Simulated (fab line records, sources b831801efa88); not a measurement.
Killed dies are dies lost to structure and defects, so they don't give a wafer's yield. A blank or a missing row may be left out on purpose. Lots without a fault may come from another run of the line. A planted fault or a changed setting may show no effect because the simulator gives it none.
Which tool did it? | flow sky130 | 11 lots, 33 wafers sampled, at 3 steps of a route of 708

WHAT THE GAUGES READ, wafer by wafer
SKY_LOCAL_INTERCONNECT_CD_MEAS_11: target cd 170 nm.
lot  | measured     | on        | cd_nm (nm)
L652 | day 30 07:37 | cd_sem-02 | 168.3 167.7 167.3
L655 | day 31 07:56 | cd_sem-02 | 170.4 170.0 170.7
L656 | day 31 09:04 | cd_sem-02 | 168.8 168.2 169.0
L657 | day 32 10:43 | cd_sem-02 | 169.3 167.9 169.4
L662 | day 34 02:52 | cd_sem-01 | 135.6 113.8 124.5
L664 | day 34 15:47 | cd_sem-01 | 141.3 148.8 140.2
L666 | day 35 02:35 | cd_sem-01 | 171.1 171.2 170.2
L668 | day 35 17:01 | cd_sem-01 | 169.2 171.2 169.8
L670 | day 36 08:17 | cd_sem-01 | 171.3 170.6 170.1
L674 | day 37 07:14 | cd_sem-01 | 170.2 172.1 171.8
L675 | day 37 20:23 | cd_sem-02 | 167.5 167.8 168.5

WHICH TOOL RAN EACH LOT (tool, then ch and the chambers of the sampled wafers, then the start)
lot  | SKY_LI_CONTACT_SPUTTER_19    | SKY_LOCAL_INTERCONNECT_EXPOSE_08
L652 | pvd_sputter-02, day 29 02:30 | krf_scanner-01 ch 0, day 29 17:43
L655 | pvd_sputter-01, day 30 03:38 | krf_scanner-01 ch 0, day 30 18:01
L656 | pvd_sputter-03, day 30 04:45 | krf_scanner-02 ch 0, day 30 19:18
L657 | pvd_sputter-01, day 31 06:38 | krf_scanner-01 ch 0, day 31 21:26
L662 | pvd_sputter-01, day 32 23:10 | krf_scanner-01 ch 0, day 33 13:56
L664 | pvd_sputter-01, day 33 12:02 | krf_scanner-01 ch 0, day 34 02:49
L666 | pvd_sputter-02, day 33 23:13 | krf_scanner-02 ch 0, day 34 13:35
L668 | pvd_sputter-03, day 34 13:59 | krf_scanner-02 ch 0, day 35 04:18
L670 | pvd_sputter-01, day 35 04:30 | krf_scanner-02 ch 0, day 35 18:53
L674 | pvd_sputter-01, day 36 04:01 | krf_scanner-01 ch 0, day 36 18:08
L675 | pvd_sputter-01, day 36 16:57 | krf_scanner-02 ch 0, day 37 07:23
- SKY_LI_CONTACT_SPUTTER_19: material Ti, target thk 20 nm, time 106.37 s.
- SKY_LOCAL_INTERCONNECT_EXPOSE_08: exposes mask LI1M, target cd 170 nm.

WHAT THE TOOLS THEMSELVES READ (means of the sampled wafers that have a number; where no wafer has one, the mark that the record gives instead)
SKY_LI_CONTACT_SPUTTER_19.
lot  | tool           | throttle_valve_pct (%)
L652 | pvd_sputter-02 | 31.0
L655 | pvd_sputter-01 | 29.1
L656 | pvd_sputter-03 | 29.6
L657 | pvd_sputter-01 | 29.5
L662 | pvd_sputter-01 | 29.3
L664 | pvd_sputter-01 | 29.4
L666 | pvd_sputter-02 | 30.3
L668 | pvd_sputter-03 | 30.2
L670 | pvd_sputter-01 | 30.0
L674 | pvd_sputter-01 | 30.9
L675 | pvd_sputter-01 | 30.2

SKY_LOCAL_INTERCONNECT_EXPOSE_08.
lot  | tool           | exposure_dose_mJ_cm2
L652 | krf_scanner-01 | 28.16
L655 | krf_scanner-01 | 28.16
L656 | krf_scanner-02 | 27.94
L657 | krf_scanner-01 | 28.18
L662 | krf_scanner-01 | 28.21
L664 | krf_scanner-01 | 28.14
L666 | krf_scanner-02 | 27.97
L668 | krf_scanner-02 | 27.96
L670 | krf_scanner-02 | 27.98
L674 | krf_scanner-01 | 28.15
L675 | krf_scanner-02 | 27.96

THE ANSWER, worked out from the rows above alone
Rule: what is usual is taken from the lots themselves. Put in order of their means at a reading, lots are off if they are a third of the lots or fewer, leave a main group of 4 or more, and stand apart from it by a gap of 3 or more times the standard deviation of the main group's means; of several such gaps the widest counts. A main group whose means are all the same, to the digits that the tables above print for the reading, isn't used. A lot without any number at a reading at which 4 lots or more have one is off too. The other lots that the step has rows for count as sound. The gauges are gone through in route order, then the tools' own readings, and for those a lot's mean is taken as printed above. The first step at which some lot is off is used, and at that step the reading that is off furthest; a lot without a number counts as furthest.
Off: L662, L664, at SKY_LOCAL_INTERCONNECT_CD_MEAS_11 (cd_nm). The main group: mean 169.6 nm, standard deviation 1.3.
A tool fits if, at a process step before that reading, it ran every lot that is off, and no sound lot after the first of them. The gauges at SKY_LOCAL_INTERCONNECT_CD_MEAS_11 are tried like those tools. None of those tried fits.

WHAT THE SIMULATOR HAD PUT IN
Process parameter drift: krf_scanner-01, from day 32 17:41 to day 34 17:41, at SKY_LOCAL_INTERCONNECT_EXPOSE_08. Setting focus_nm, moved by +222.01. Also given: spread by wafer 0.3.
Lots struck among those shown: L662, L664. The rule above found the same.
